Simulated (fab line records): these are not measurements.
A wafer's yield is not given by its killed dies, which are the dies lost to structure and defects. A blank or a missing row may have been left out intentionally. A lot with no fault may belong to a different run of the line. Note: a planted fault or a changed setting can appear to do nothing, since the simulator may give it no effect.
Code-filled problem report in 8D (eight disciplines) form ; flow gf180mcu ; the parts of the form that need people (team, actions taken, sign-off) are left out

== 1. THE ISSUE ==
Wafers without a fault read 4.35e+12, standard deviation 4.6e+09; dose_ions_cm2 at GF_VT_IMPLANT_IMPLANT_19 reads a mean of 3.99e+12 on 6 wafers belonging to 2 lots. That is -77 standard deviations from the usual mean.
First seen on wafer L881.4, day 8 20:56, on implanter-01. At this step, 42 wafers from 14 lots have a number in the record. Rule for "out", or "out of limits": more than 4 standard deviations from the usual mean. All remaining wafers that have a number are taken as sound.

== 2. WHAT IT IS; WHAT IT IS NOT ==
question;is;is not
which readings at this step;dose_ions_cm2;-
which lots;L881, L882;L871, L873, L874, L876, L877, L878, L880, L883, L889, L892, L893, L894
which wafers of those lots;all that have a number;-
read on which tools;implanter-01;implanter-02, implanter-04
when;from day 8 20:56;"up to then (21 sound wafers); but 15 sound wafers of L883, L889, L892, L893, L894 came after"

== 3. WHAT RULES OUT EACH SUSPECT ==
Counting: a tool at a process step up to the reading stays a suspect if it ran every lot that is out and no sound lot after the first of them.
- implanter-01 at GF_VT_IMPLANT_IMPLANT_19: ruled out as a lasting fault. Sound lots L894 ran on it after its first lot that is out, L881 (day 8 20:56).
Left after counting: nothing in the record.

== 4. THE CAUSE (what the simulator had put in) ==
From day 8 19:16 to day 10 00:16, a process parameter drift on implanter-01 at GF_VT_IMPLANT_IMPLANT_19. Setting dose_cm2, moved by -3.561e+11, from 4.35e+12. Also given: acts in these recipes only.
Counting ruled it out, wrongly.

== 5. THE CHAIN OF EFFECTS, in route order ==
One row per reading whose mean, taken over the struck wafers that have a number, lies over 3 standard deviations from the usual. Only readings for which the record gives a usual standard deviation are gone through. hours: the time from each lot's start at the first step in this table that gives one to its start at this step, as a median over the lots. sigmas: the change in usual standard deviations.
hours;step;reading;usual;on struck wafers;change;sigmas
0;GF_VT_IMPLANT_IMPLANT_19;dose_ions_cm2;4.35e+12;3.99e+12;-3.56e+11;-77
0;GF_VT_IMPLANT_IMPLANT_19;faraday_current_uA;24.5;22.5;-2.0;-4.0
Here are the process steps it includes:
- GF_VT_IMPLANT_IMPLANT_19
At these later measuring or inspecting steps, every struck wafer for which the step has a row has a number for every such reading, and none has moved that far: GF_POLY_GATE_CD_MEAS_10.

== 6. WHAT WOULD HAVE CAUGHT IT SOONER ==
In this record the first reading out of limits was taken at day 8 20:56, 2 hours after the fault began at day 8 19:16.
